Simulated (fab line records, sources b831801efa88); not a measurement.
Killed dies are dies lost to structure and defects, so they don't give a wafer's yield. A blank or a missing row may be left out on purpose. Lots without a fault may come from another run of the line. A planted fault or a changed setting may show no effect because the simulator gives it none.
A struck lot beside a sound one | flow sky130 | 17 steps out of a route of 708
Sound: wafers L247.2, L247.4, L247.5. Struck: wafers L241.1, L241.3, L241.6. The cause comes at the end.
At each step with rows: each side's tool, then ch and its chambers, then its first start. Under that, the readings that differ: sound wafers | struck wafers | difference of the means | sigmas: that difference in standard deviations of wafers without a fault.
alike: readings whose means differ by less than 2 such deviations, and words and numbers that are the same on both sides. not compared: withheld readings, readings that some wafer has no value for, bounds like >300 that may hide the same value, and numbers for which the record gives no deviation and whose values overlap.
The two part at a step that has a row with sigmas, a row that says differs or no value, or rows on one side only. Numbers that don't overlap but have no deviation are shown without sigmas and don't part them. A reading that every wafer of one side lacks parts them only if that side has two wafers or more.

SKY_VT_ADJUST_LVTN_OVL_MEAS_07:
  sound on overlay-02, day 12 02:23; struck on overlay-01, day 10 16:37
  alike: VT_ADJUST_LVTN_OVL
then, 1 step without rows for these wafers: SKY_VT_ADJUST_LVTN_IMPLANT_08.
SKY_VT_ADJUST_LVTN_STRIP_09: strips in O2/N2.
  sound on plasma_asher-03 ch 0,1, day 12 02:34; struck on plasma_asher-02 ch 1, day 10 16:49
  alike: drypump_motor_current_A, oes_product_au, strip_time_to_endpoint_s
  not compared: rf_hours_counter_h
SKY_VT_ADJUST_LVTN_TW_MEAS_10:
  sound on film_metro-04, day 12 02:40; struck on film_metro-04, day 10 16:55
  alike: VT_ADJUST_LVTN_TW
then, 7 steps without rows for these wafers: SKY_VT_ADJUST_LVTN_DEHYDRATE_11 (time 60 s); SKY_VT_ADJUST_LVTN_HMDS_12 (prime time 60 s); SKY_VT_ADJUST_LVTN_COAT_13 (resist thk 1140 nm); SKY_VT_ADJUST_LVTN_SOFTBAKE_14 (time 60 s); SKY_VT_ADJUST_LVTN_EXPOSE_15 (exposes mask HVN STD DERIVED, target cd 600 nm); SKY_VT_ADJUST_LVTN_PEB_16; SKY_VT_ADJUST_LVTN_DEVELOP_17 (develop time 60 s).
SKY_VT_ADJUST_LVTN_OVL_MEAS_18:
  sound on overlay-01, day 13 02:14; struck on overlay-02, day 11 15:17
  alike: VT_ADJUST_LVTN_01_OVL
SKY_VT_ADJUST_LVTN_IMPLANT_19:
  sound on implanter-01 ch 0, day 13 02:17; struck on implanter-04 ch 0, day 11 15:19
  reading            | sound                         | struck                      | difference | sigmas
  dose_ions_cm2      | 6.499e+11 6.502e+11 6.497e+11 | 9.58e+11 9.581e+11 9.59e+11 | +3.08e+11  | +99 or more
  faraday_current_uA | 3.64 3.75 3.59                | 5.51 5.35 5.43              | +1.77      | +22
  alike: end_station_pressure_torr
SKY_VT_ADJUST_LVTN_STRIP_20: strips in O2/N2.
  sound on plasma_asher-04 ch 0,1, day 13 02:25; struck on plasma_asher-02 ch 0,1, day 11 15:28
  alike: drypump_motor_current_A, oes_product_au, strip_time_to_endpoint_s
  not compared: rf_hours_counter_h
SKY_VT_ADJUST_LVTN_TW_MEAS_21:
  sound on film_metro-02, day 13 02:31; struck on film_metro-04, day 11 15:34
  reading             | sound             | struck            | difference | sigmas
  VT_ADJUST_LVTN_2_TW | 188.8 189.3 188.1 | 210.6 209.6 210.1 | +21.4      | +21
then, 1 step without rows for these wafers: SKY_VT_ADJUST_NCORE_DEHYDRATE_00 (time 60 s).
-- the record jumps here: 37 days lie between the struck wafers' starts before and after (it left off in module VT_ADJUST_NCORE and takes up again in module PAD_OPEN, whose first step shown is number 708 of the route) --
SKY_PAD_OPEN_PROBE_99:
  sound on prober-01, day 50 01:17; struck on prober-01, day 49 00:56
  reading                                    | sound                | struck               | difference | sigmas
  model.etest.res_pwell_under_gate.rs_ohm_sq | 2300 2283 2278       | 2231 2229 2235       | -55        |
  model.etest.tip_n_5v.rs_ohm_sq             | 1400 1388 1386       | 1415 1407 1408       | +19        |
  model.etest.nfet_g5v0d10v5.body_rise_v (V) | 0.6954 0.692 0.6978  | 0.7272 0.7092 0.7179 | +0.0230    |
  model.etest.nfet_16v.body_rise_v (V)       | 0.6876 0.6832 0.6891 | 0.7165 0.6996 0.709  | +0.0217    |
  model.etest.nfet_g5v0d10v5.vt_sat_v (V)    | 0.7812 0.7706 0.7699 | 0.8139 0.7946 0.8059 | +0.0309    |
  model.etest.nfet_g5v0d10v5.vt_v (V)        | 0.843 0.8298 0.8299  | 0.8632 0.8454 0.8536 | +0.0198    |
  alike: killed_at_M0_to_M3, killed_at_M4_up, killed_at_contacts, killed_at_front_end, killed_at_other, killed_dies, killed_on_rim, killed_open, killed_short
  not compared: model.etest.nfet_16v.drive_ua_um, model.etest.nfet_16v.vt_v

WHERE THEY PART
First at SKY_VT_ADJUST_LVTN_IMPLANT_19; last, within this record, at SKY_VT_ADJUST_LVTN_TW_MEAS_21. Later steps at which nothing parts them and some readings are alike: SKY_PAD_OPEN_PROBE_99.

WHY: what the simulator had put in
Process parameter drift: implanter-04, from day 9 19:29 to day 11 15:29, at SKY_VT_ADJUST_LVTN_IMPLANT_19. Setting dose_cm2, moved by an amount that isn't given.
